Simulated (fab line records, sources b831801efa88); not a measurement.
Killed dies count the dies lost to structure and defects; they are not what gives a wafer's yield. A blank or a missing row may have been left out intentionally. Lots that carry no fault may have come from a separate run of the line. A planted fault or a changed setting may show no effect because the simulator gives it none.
What tool caused it? -- flow sky130 -- at 1 step of a route of 708, 12 lots with 36 wafers sampled

## WHAT EACH GAUGE READ, for each wafer
SKY_CONTACT_THK_MEAS_26: measures by xrf.
lot,measured,on,CONTACT_W_THK (nm)
L075,day 32 00:27,film-metro-04,341 339 337
L077,day 32 10:28,film-metro-04,343 342 341
L079,day 33 07:56,film-metro-01,344 350 348
L081,day 34 04:46,film-metro-01,347 356 356
L083,day 34 17:58,film-metro-01,349 347 347
L085,day 35 05:42,film-metro-01,346 359 346
L087,day 35 18:08,film-metro-01,350 347 354
L089,day 36 10:42,film-metro-02,333 341 339
L091,day 37 02:59,film-metro-01,355 344 341
L093,day 37 13:10,film-metro-04,336 342 339
L095,day 37 22:52,film-metro-02,344 336 342
L097,day 39 17:53,film-metro-01,343 347 354

## WHAT TOOL EACH LOT RAN ON (gives the tool, then ch and the chambers of the sampled wafers, and finally the start)
Record: no process step prior to these readings.

## THE ANSWER, worked out from the rows above alone
Rule: usual is defined by the lots themselves. Put in order of their means at a reading, lots are off if they are a third of the lots or fewer, leave a main group of 4 or more, and stand apart from it by a gap of 3 or more times the standard deviation of the main group's means; of several such gaps the widest counts. A main group whose means are all the same, to the digits that the tables above print for the reading, isn't used. Also off: a lot with no number at a reading for which 4 or more lots have one. Any other lot the step has rows for is counted as sound.
No lot is off at any reading shown: from this, nothing can be told.

## WHAT THE SIMULATOR PUT IN
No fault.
